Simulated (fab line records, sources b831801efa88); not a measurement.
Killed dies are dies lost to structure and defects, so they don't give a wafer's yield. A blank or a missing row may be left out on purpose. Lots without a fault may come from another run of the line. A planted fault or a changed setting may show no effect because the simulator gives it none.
fab line records | flow sky130 | part 1 of 2: steps 1 to 25 of 38
record lots=5 wafers=15 last_day=50
route steps=708 shown METAL2@484 VIA2@507
lots that met no fault: from a run of the same line without faults
start_h: hours from the record's first day to the start of the lot's first wafer shown | wait_h: hours since the lot's step before | " the same as in the row above | L1.1+2: a row that stands for several wafers | - no value, or no start given | * or withheld: withheld | < > ~ a bound
route shown NAME@n: a module of which the file shows steps, and the number in the route of the first | usual: mean/standard deviation of fault-free wafers | same: alike in all rows | chamber/n: place in a boat | sites: the reading at each site | _std_site: their standard deviation | _edge_site: outer sites' mean less inner sites' | radius_mm: how far each site lies from the wafer's centre | mask NAME#n: copy n | behind: the tool/chamber that last shaped the wafer | hold: why the lot was held/for how many hours/how that ended | device: the transistor (n, p or np) that didn't switch | end of line: the same wafers' tests at the end of the route | a step without rows: its recipe alone | killed: dies lost to structure and defects at the first sort, not the wafer's yield | map: a wafer's dies, x killed, . not, _ none there
set.NAME: the setting as run; set.NAME@STEP: as run at that earlier step | model.NAME: the simulator's own value behind a step, which no gauge read
lots at some steps of the route; a table a step, a row a wafer
services: from which hour (start_h, from the record's first day; less than 0 if before it) a tool's chamber was out of use, for how many hours, and why
## steps
# step SKY_METAL2_SPUTTER_01
# recipe material=TiN target_thk_nm=20 power_w=6500 time_s=16.7 chamber_pressure_pa=0.4
# usual cathode_dc_power_W=6500.0/1.1 chamber_pressure_pa=0.3999/0.00095 throttle_valve_pct=30.6/0.77
# same time_s=16.7
# columns lot.wafer tool chamber start_h wait_h cathode_dc_power_W chamber_pressure_pa throttle_valve_pct
L080.1 pvd_sputter-04 - 834.26 0.0 6500.8 0.3990 29.3
L080.2 " - " " 6498.9 0.3997 31.3
L080.6 " - " " 6499.0 0.3999 31.8
L082.1 pvd_sputter-03 - 864.78 0.0 6500.3 0.3996 30.0
L082.3 " - " " 6500.0 0.3983 31.0
L082.4 " - " " 6500.7 0.3996 30.9
L085.1 pvd_sputter-03 - 873.79 0.0 6499.4 0.3999 30.9
L085.2 " - " " 6500.6 0.3984 30.7
L085.6 " - " " 6501.8 0.4005 30.0
L089.2 pvd_sputter-04 - 907.98 0.0 6499.0 0.3998 32.0
L089.3 " - " " 6500.3 0.3991 30.3
L089.5 " - " " 6499.6 0.3986 31.3
L097.4 pvd_sputter-02 - 963.91 0.0 6499.5 0.3992 30.0
L097.5 " - " " 6501.6 0.4001 30.4
L097.6 " - " " 6499.4 0.4009 29.8
# step SKY_METAL2_SPUTTER_02
# recipe material=AlCu target_thk_nm=250 power_w=10600 time_s=13.3 chamber_pressure_pa=0.4
# usual cathode_dc_power_W=10600/2 chamber_pressure_pa=0.4001/0.00079 throttle_valve_pct=30.6/0.78
# same time_s=13.3
# columns lot.wafer tool chamber start_h wait_h cathode_dc_power_W chamber_pressure_pa throttle_valve_pct
L080.1 pvd_sputter-04 - 834.28 0.0 10602 0.4015 29.3
L080.2 " - " " 10602 0.3997 31.1
L080.6 " - " " 10596 0.4007 31.8
L082.1 pvd_sputter-03 - 864.80 0.0 10601 0.4014 29.9
L082.3 " - " " 10603 0.4013 31.1
L082.4 " - " " 10601 0.4000 31.0
L085.1 pvd_sputter-03 - 873.82 0.0 10600 0.4002 30.8
L085.2 " - " " 10602 0.3985 30.9
L085.6 " - " " 10595 0.4007 30.1
L089.2 pvd_sputter-04 - 908.01 0.0 10600 0.3997 31.7
L089.3 " - " " 10596 0.4002 29.8
L089.5 " - " " 10605 0.3980 31.5
L097.4 pvd_sputter-02 - 963.94 0.0 10601 0.4005 30.3
L097.5 " - " " 10598 0.3993 30.1
L097.6 " - " " 10600 0.3994 30.1
# step SKY_METAL2_SPUTTER_03
# recipe material=Ti target_thk_nm=5 power_w=3000 time_s=3.446 chamber_pressure_pa=0.4
# usual cathode_dc_power_W=3000.0/0.51 chamber_pressure_pa=0.4000/0.00078 throttle_valve_pct=30.6/0.8
# same time_s=3.446
# columns lot.wafer tool chamber start_h wait_h cathode_dc_power_W chamber_pressure_pa throttle_valve_pct
L080.1 pvd_sputter-04 - 834.31 0.0 3000.1 0.3981 29.4
L080.2 " - " " 3000.7 0.4002 31.3
L080.6 " - " " 3000.3 0.4007 31.8
L082.1 pvd_sputter-03 - 864.83 0.0 3000.8 0.3995 29.8
L082.3 " - " " 2999.3 0.4012 31.1
L082.4 " - " " 3000.3 0.4001 31.0
L085.1 pvd_sputter-03 - 873.84 0.0 2999.9 0.3998 30.8
L085.2 " - " " 3000.1 0.3997 31.0
L085.6 " - " " 2999.6 0.3993 30.1
L089.2 pvd_sputter-04 - 908.03 0.0 3000.2 0.4006 32.0
L089.3 " - " " 2999.8 0.4000 30.1
L089.5 " - " " 2999.3 0.3982 31.2
L097.4 pvd_sputter-02 - 963.96 0.0 2999.5 0.4010 30.3
L097.5 " - " " 3000.3 0.4001 30.2
L097.6 " - " " 3001.0 0.4002 29.6
# step SKY_METAL2_SPUTTER_04
# recipe material=TiN target_thk_nm=70 power_w=6500 time_s=58.3 chamber_pressure_pa=0.4
# usual cathode_dc_power_W=6500.1/1.3 chamber_pressure_pa=0.3999/0.00091 throttle_valve_pct=30.6/0.81
# same time_s=58.3
# columns lot.wafer tool chamber start_h wait_h cathode_dc_power_W chamber_pressure_pa throttle_valve_pct
L080.1 pvd_sputter-04 - 834.33 0.0 6499.8 0.3980 29.4
L080.2 " - " " 6499.6 0.3998 31.4
L080.6 " - " " 6500.3 0.4014 31.9
L082.1 pvd_sputter-03 - 864.85 0.0 6501.0 0.3984 30.1
L082.3 " - " " 6498.7 0.3987 31.1
L082.4 " - " " 6499.7 0.3998 30.8
L085.1 pvd_sputter-03 - 873.86 0.0 6498.6 0.4005 31.0
L085.2 " - " " 6497.8 0.3998 30.6
L085.6 " - " " 6499.5 0.4001 29.6
L089.2 pvd_sputter-04 - 908.05 0.0 6500.5 0.4010 31.9
L089.3 " - " " 6499.9 0.4009 30.2
L089.5 " - " " 6499.1 0.3992 31.5
L097.4 pvd_sputter-02 - 963.98 0.0 6499.2 0.4004 30.3
L097.5 " - " " 6498.8 0.4001 29.8
L097.6 " - " " 6501.4 0.3998 29.9
# step SKY_METAL2_RS_MEAS_05
# recipe thk_meas_gauge=four-point-probe reads=TiN_of_METAL2_SPUTTER_04+Ti_of_METAL2_SPUTTER_03+AlCu_of_METAL2_SPUTTER_02+TiN_of_METAL2_SPUTTER_01+Ti_of_METAL2_SPUTTER_00
# usual METAL2_ALCU_RS=0.1271/0.0013
# columns lot.wafer tool chamber start_h wait_h METAL2_ALCU_RS[ohm/sq]
L080.1 film_metro-04 - 834.37 0.0 0.1271
L080.2 " - " " 0.1280
L080.6 " - " " 0.1260
L082.1 film_metro-01 - 864.90 0.0 0.1278
L082.3 " - " " 0.1268
L082.4 " - " " 0.1273
L085.1 film_metro-04 - 873.91 0.0 0.1280
L085.2 " - " " 0.1251
L085.6 " - " " 0.1290
L089.2 film_metro-03 - 908.12 0.0 0.1257
L089.3 " - " " 0.1260
L089.5 " - " " 0.1267
L097.4 film_metro-03 - 964.09 0.1 0.1290
L097.5 " - " " 0.1284
L097.6 " - " " 0.1278
# step SKY_METAL2_THK_MEAS_06
# recipe thk_meas_gauge=xrf reads=AlCu_of_METAL2_SPUTTER_02
# usual METAL2_ALCU_THK=247.0/3
# columns lot.wafer tool chamber start_h wait_h METAL2_ALCU_THK[nm]
L080.1 film_metro-04 - 834.49 0.1 248.4
L080.2 " - " " 246.4
L080.6 " - " " 249.0
L082.1 film_metro-01 - 865.02 0.1 246.8
L082.3 " - " " 246.4
L082.4 " - " " 247.1
L085.1 film_metro-04 - 874.03 0.1 245.7
L085.2 " - " " 251.1
L085.6 " - " " 243.1
L089.2 film_metro-03 - 908.23 0.1 252.0
L089.3 " - " " 247.5
L089.5 " - " " 249.6
L097.4 film_metro-03 - 964.18 0.1 241.8
L097.5 " - " " 245.1
L097.6 " - " " 245.2
# step SKY_METAL2_DEHYDRATE_07
# recipe temp_c=200 time_s=60
# same time_s=60
# columns lot.wafer tool chamber start_h wait_h
L080.1+2+6 litho_track-02 0 847.54 13.0
L082.1+3+4 litho_track-03 0 878.54 13.5
L085.1+2+6 litho_track-01 0 885.98 11.9
L089.2+3+5 litho_track-02 0 919.41 11.2
L097.4+5+6 litho_track-03 0 975.51 11.3
# step SKY_METAL2_HMDS_08
# recipe prime_time_s=60 prime_temp_c=120
# columns lot.wafer tool chamber start_h wait_h
L080.1+2+6 litho_track-02 0 847.69 0.1
L082.1+3+4 litho_track-03 0 878.69 0.1
L085.1+2+6 litho_track-01 0 886.13 0.1
L089.2+3+5 litho_track-02 0 919.56 0.1
L097.4+5+6 litho_track-03 0 975.66 0.1
# step SKY_METAL2_COAT_09
# recipe resist=BARC temp_c=withheld time_s=withheld spin_rpm=3000 resist_thk_nm=60
# columns lot.wafer tool chamber start_h wait_h
L080.1+2+6 litho_track-02 0 847.84 0.1
L082.1+3+4 litho_track-03 0 878.84 0.1
L085.1+2+6 litho_track-01 0 886.28 0.1
L089.2+3+5 litho_track-02 0 919.71 0.1
L097.4+5+6 litho_track-03 0 975.81 0.1
# step SKY_METAL2_COAT_10
# recipe resist=KrF-thick spin_rpm=3000 resist_thk_nm=450
# columns lot.wafer tool chamber start_h wait_h
L080.1+2+6 litho_track-02 0 - -
L082.1+3+4 litho_track-03 0 - -
L085.1+2+6 litho_track-01 0 - -
L089.2+3+5 litho_track-02 0 - -
L097.4+5+6 litho_track-03 0 - -
# step SKY_METAL2_SOFTBAKE_11
# recipe temp_c=100 time_s=90 resist=KrF-thick
# same time_s=90
# columns lot.wafer tool chamber start_h wait_h
L080.1+2+6 litho_track-02 0 - -
L082.1+3+4 litho_track-03 0 - -
L085.1+2+6 litho_track-01 0 - -
L089.2+3+5 litho_track-02 0 - -
L097.4+5+6 litho_track-03 0 - -
# step SKY_METAL2_EXPOSE_12
# recipe mask_id=MM2 na=0.8 source_shape=annular sigma_inner=0.55 sigma_outer=0.85 target_cd_nm=140 dose_mj=28
# columns lot.wafer tool chamber start_h wait_h mask
L080.1+2+6 krf_scanner-02 0 - - MM2#0
L082.1+3+4 krf_scanner-02 0 - - MM2#0
L085.1+2+6 krf_scanner-02 0 - - MM2#0
L089.2+3+5 krf_scanner-01 0 - - MM2#0
L097.4+5+6 krf_scanner-02 0 - - MM2#0
# step SKY_METAL2_PEB_13
# recipe peb_temp_c=withheld peb_time_s=withheld resist=KrF-thick
# columns lot.wafer tool chamber start_h wait_h
L080.1+2+6 litho_track-03 0 - -
L082.1+3+4 litho_track-02 0 - -
L085.1+2+6 litho_track-01 0 - -
L089.2+3+5 litho_track-03 0 - -
L097.4+5+6 litho_track-01 0 - -
# step SKY_METAL2_DEVELOP_14
# recipe develop_time_s=60 resist=KrF-thick dev_temp_c=21
# columns lot.wafer tool chamber start_h wait_h
L080.1+2+6 litho_track-03 0 - -
L082.1+3+4 litho_track-02 0 - -
L085.1+2+6 litho_track-01 0 - -
L089.2+3+5 litho_track-03 0 - -
L097.4+5+6 litho_track-01 0 - -
# step SKY_METAL2_CD_MEAS_15
# recipe target_cd_nm=140
# usual cd_nm=139.7/1.7
# columns lot.wafer tool chamber start_h wait_h cd_nm
L080.1 cd_sem-02 - 860.89 - 139.1
L080.2 " - " " 138.5
L080.6 " - " " 139.1
L082.1 cd_sem-01 - 890.64 - 139.7
L082.3 " - " " 138.6
L082.4 " - " " 137.1
L085.1 cd_sem-01 - 899.18 - 139.6
L085.2 " - " " 139.8
L085.6 " - " " 138.7
L089.2 cd_sem-02 - 933.41 - 138.0
L089.3 " - " " 138.7
L089.5 " - " " 138.9
L097.4 cd_sem-01 - 987.94 - 139.8
L097.5 " - " " 139.2
L097.6 " - " " 141.1
# step SKY_METAL2_OVL_MEAS_16
# usual METAL2_OVL=1/5
# columns lot.wafer tool chamber start_h wait_h METAL2_OVL[nm]
L080.1 overlay-02 - 861.01 0.1 -5
L080.2 " - " " 2
L080.6 " - " " -3
L082.1 overlay-02 - 890.76 0.1 2
L082.3 " - " " 4
L082.4 " - " " -1
L085.1 overlay-02 - 899.30 0.1 4
L085.2 " - " " 11
L085.6 " - " " 8
L089.2 overlay-02 - 933.51 0.1 -4
L089.3 " - " " -1
L089.5 " - " " 0
L097.4 overlay-02 - 988.01 0.1 0
L097.5 " - " " 7
L097.6 " - " " 1
# step SKY_METAL2_DESCUM_17
# recipe chemistry=O2 source_power_w=150 bias_power_w=0 pressure_mtorr=10 temp_c=40 time_s=8
# usual drypump_motor_current_A=5.77/0.29 he_backside_leak_sccm=3.5/0.34 oes_product_au=0.996/0.0093 temp_c=40.00/0.096
# same time_s=8
# columns lot.wafer tool chamber start_h wait_h drypump_motor_current_A he_backside_leak_sccm oes_product_au rf_hours_counter_h temp_c
L080.1 rie_metal-04 1 861.04 0.0 5.74 3.4 0.976 9 39.93
L080.2 " 0 " " 5.58 3.3 0.990 16 40.03
L080.6 " 0 " " 5.57 3.4 1.003 - 39.87
L082.1 rie_metal-04 1 890.79 0.0 5.73 3.3 0.996 10 40.00
L082.3 " 1 " " 5.75 3.5 1.008 - 40.15
L082.4 " 1 " " 5.73 3.7 0.992 - 40.00
L085.1 rie_metal-03 1 899.33 0.0 5.34 3.0 1.013 1 40.10
L085.2 " 1 " " 5.34 3.1 1.005 - 39.99
L085.6 " 1 " " 5.34 3.0 1.001 - 39.92
L089.2 rie_metal-03 0 933.54 0.0 5.70 3.5 1.021 13 40.00
L089.3 " 0 " " 5.69 3.5 1.012 - 39.96
L089.5 " 0 " " 5.69 3.5 1.013 - 39.95
L097.4 rie_metal-04 0 988.04 0.0 5.58 3.3 0.996 - 40.05
L097.5 " 1 " " 5.73 3.7 0.976 - 39.96
L097.6 " 0 " " 5.56 3.2 1.000 - 39.95
# step SKY_METAL2_ETCH_18
# recipe chemistry=N2/H2 target=BARC ion_energy_ev=200 bias_w=100 pressure_mtorr=30 n2_flow_sccm=100 h2_flow_sccm=200 icp_w=500 stop_on=SiO2 time_s=45.9 target_depth_a=600
# usual drypump_motor_current_A=5.78/0.28 he_backside_leak_sccm=3.43/0.2 oes_product_au=0.856/0.0042 throttle_valve_pct=13.226/0.0086
# same time_s=45.9
# columns lot.wafer tool chamber start_h wait_h drypump_motor_current_A he_backside_leak_sccm oes_product_au rf_hours_counter_h throttle_valve_pct
L080.1 rie_metal-04 1 861.07 0.0 5.75 3.57 0.861 9 13.219
L080.2 " 0 " " 5.62 3.35 0.850 16 13.225
L080.6 " 0 " " 5.60 3.33 0.860 - 13.228
L082.1 rie_metal-04 1 890.86 0.1 5.78 3.44 0.854 10 13.224
L082.3 " 1 " " 5.74 3.66 0.860 - 13.221
L082.4 " 1 " " 5.77 3.53 0.855 - 13.227
L085.1 rie_metal-03 1 899.40 0.1 5.39 3.13 0.858 1 13.218
L085.2 " 1 " " 5.33 3.17 0.851 - 13.221
L085.6 " 1 " " 5.37 3.30 0.853 - 13.211
L089.2 rie_metal-03 0 933.57 0.0 5.74 3.47 0.847 13 13.225
L089.3 " 0 " " 5.71 3.68 0.853 - 13.228
L089.5 " 0 " " 5.67 3.42 0.857 - 13.225
L097.4 rie_metal-04 0 988.09 0.0 5.60 3.38 0.854 - 13.240
L097.5 " 1 " " 5.73 3.56 0.849 - 13.209
L097.6 " 0 " " 5.58 3.44 0.854 - 13.232
# step SKY_METAL2_METAL_ETCH_19
# recipe target_depth_a=3600 stop_on=SiO2 over_etch_frac=0.3 time_s=78 chemistry=Cl2/BCl3 resist_sidewall_deg=88 pressure_mtorr=10 icp_w=900 bias_w=48.5 Cl2_flow_sccm=60 bcl3_flow_sccm=30
# usual drypump_motor_current_A=5.77/0.28 he_backside_leak_sccm=3.43/0.22 oes_product_au=0.854/0.0059 throttle_valve_pct=22.263/0.0087
# same time_s=78
# columns lot.wafer tool chamber start_h wait_h drypump_motor_current_A he_backside_leak_sccm oes_product_au rf_hours_counter_h throttle_valve_pct
L080.1 rie_metal-04 1 861.14 0.0 5.77 3.57 0.852 9 22.257
L080.2 " 0 " " 5.60 3.36 0.854 16 22.268
L080.6 " 0 " " 5.58 3.41 0.860 - 22.277
L082.1 rie_metal-04 1 890.98 0.1 5.76 3.69 0.843 10 22.263
L082.3 " 1 " " 5.78 3.43 0.856 - 22.259
L082.4 " 1 " " 5.75 3.37 0.855 - 22.264
L085.1 rie_metal-03 1 899.52 0.1 5.34 3.07 0.843 1 22.258
L085.2 " 1 " " 5.38 3.16 0.859 - 22.255
L085.6 " 1 " " 5.35 2.97 0.848 - 22.259
L089.2 rie_metal-03 0 933.64 0.0 5.66 3.52 0.855 13 22.276
L089.3 " 0 " " 5.70 3.41 0.858 - 22.266
L089.5 " 0 " " 5.68 3.32 0.850 - 22.257
L097.4 rie_metal-04 0 988.16 0.1 5.57 3.41 0.849 - 22.262
L097.5 " 1 " " 5.72 3.44 0.852 - 22.270
L097.6 " 0 " " 5.56 3.54 0.849 - 22.277
# step SKY_METAL2_STRIP_20
# recipe chemistry=O2/N2 power_w=1400 pressure_mtorr=1500 platen_temp_c=withheld o2_flow_sccm=3000 n2_flow_sccm=300 overash_fraction=0.5
# usual drypump_motor_current_A=6.0/0.41 o2_flow_sccm=3001/9.2 oes_product_au=0.344/0.0051 strip_time_to_endpoint_s=2.72/0.044
# columns lot.wafer tool chamber start_h wait_h drypump_motor_current_A o2_flow_sccm oes_product_au rf_hours_counter_h strip_time_to_endpoint_s
L080.1 plasma_asher-01 1 861.23 0.1 6.1 3005 0.345 76 2.81
L080.2 " 0 " " 5.5 3018 0.342 76 2.68
L080.6 " 1 " " 6.1 3003 0.339 - 2.73
L082.1 plasma_asher-04 1 891.16 0.1 6.7 2986 0.349 15 2.72
L082.3 " 0 " " 6.2 3005 0.338 - 2.74
L082.4 " 1 " " 6.7 2998 0.348 - 2.73
L085.1 plasma_asher-02 0 899.70 0.1 5.6 3021 0.337 46 2.68
L085.2 " 1 " " 5.8 3011 0.341 46 2.71
L085.6 " 0 " " 5.6 3010 0.338 - 2.69
L089.2 plasma_asher-01 0 933.73 0.1 5.5 2999 0.347 83 2.65
L089.3 " 0 " " 5.5 2990 0.342 - 2.63
L089.5 " 0 " " 5.5 3004 0.345 - 2.63
L097.4 plasma_asher-02 1 988.25 0.1 5.8 3002 0.349 - 2.72
L097.5 " 0 " " 5.6 2997 0.354 - 2.79
L097.6 " 1 " " 5.9 2993 0.330 - 2.72
# step SKY_METAL2_STRIP_21
# recipe chemistry=post_etch_residue_remover time_s=1200 temp_c=72.5
# usual bath_heat_duty_pct=14.7/2 temp_c=72.49/0.13
# same time_s=1200
# columns lot.wafer tool chamber start_h wait_h bath_heat_duty_pct temp_c
L080.1 wet_bench-03 3 861.33 0.1 19.1 72.40
L080.2 " 3 " " 17.9 72.43
L080.6 " 3 " " 16.7 72.56
L082.1 wet_bench-02 2 891.26 0.1 16.4 72.30
L082.3 " 2 " " 16.8 72.41
L082.4 " 2 " " 15.9 72.27
L085.1 wet_bench-02 2 899.80 0.1 16.5 72.53
L085.2 " 2 " " 15.2 72.64
L085.6 " 2 " " 16.0 72.44
L089.2 wet_bench-03 2 933.83 0.1 13.1 72.44
L089.3 " 2 " " 13.3 72.37
L089.5 " 2 " " 12.9 72.51
L097.4 wet_bench-02 3 988.32 0.0 13.0 72.58
L097.5 " 3 " " 13.1 72.75
L097.6 " 3 " " 13.4 72.58
# step SKY_METAL2_CLEAN_22
# recipe chemistry=IPA time_s=180 temp_c=25
# usual bath_heat_duty_pct=6.2/0.67 temp_c=24.98/0.093
# same time_s=180
# columns lot.wafer tool chamber start_h wait_h bath_heat_duty_pct temp_c
L080.1 wet_bench-04 3 861.67 0.0 5.1 24.98
L080.2 " 3 " " 4.8 24.92
L080.6 " 3 " " 6.3 25.01
L082.1 wet_bench-03 0 891.61 0.0 5.3 24.94
L082.3 " 0 " " 6.1 24.90
L082.4 " 0 " " 6.3 24.94
L085.1 wet_bench-04 3 900.14 0.0 6.1 25.02
L085.2 " 3 " " 5.6 24.95
L085.6 " 3 " " 6.3 24.92
L089.2 wet_bench-03 1 934.20 0.0 5.9 25.00
L089.3 " 1 " " 5.7 25.09
L089.5 " 1 " " 5.2 25.02
L097.4 wet_bench-04 1 988.66 0.0 6.1 24.85
L097.5 " 1 " " 6.1 24.93
L097.6 " 1 " " 6.3 24.91
# step SKY_METAL2_CLEAN_23
# recipe chemistry=O3/DIW dry=n2_spin
# columns lot.wafer tool chamber start_h wait_h
L080.1+2+6 wet_bench-03 1 861.73 0.0
L082.1+3+4 wet_bench-02 2 891.66 0.0
L085.1+2+6 wet_bench-03 2 900.20 0.0
L089.2+3+5 wet_bench-02 0 934.26 0.0
L097.4+5+6 wet_bench-02 0 988.72 0.0
# step SKY_VIA2_HDPCVD_00
# recipe material=SiO2 target_thk_nm=1180 sigma_open_frac=0.3 time_s=196.7 temp_c=400 sih4_flow_sccm=60 pressure_mtorr=6
# same time_s=196.7
# columns lot.wafer tool chamber start_h wait_h
L080.1+2+6 hdpcvd-01 0,1,2 861.82 0.0
L082.1+3+4 hdpcvd-01 1,0,0 891.76 0.0
L085.1+2+6 hdpcvd-01 1,0,0 900.29 0.0
L089.2+3+5 hdpcvd-02 1,2,0 934.36 0.0
L097.4+5+6 hdpcvd-01 1,0,2 988.88 0.1
# step SKY_VIA2_THK_MEAS_01
# recipe reads=SiO2_of_VIA2_HDPCVD_00
# usual VIA2_HDPCVD_THK=1190/13
# columns lot.wafer tool chamber start_h wait_h VIA2_HDPCVD_THK[nm]
L080.1 film_metro-02 - 861.94 0.1 1193
L080.2 " - " " 1187
L080.6 " - " " 1187
L082.1 film_metro-04 - 891.88 0.1 1201
L082.3 " - " " 1207
L082.4 " - " " 1201
L085.1 film_metro-02 - 900.42 0.1 1185
L085.2 " - " " 1183
L085.6 " - " " 1195
L089.2 film_metro-04 - 934.49 0.1 1177
L089.3 " - " " 1198
L089.5 " - " " 1179
L097.4 film_metro-03 - 988.97 0.0 1179
L097.5 " - " " 1194
L097.6 " - " " 1192
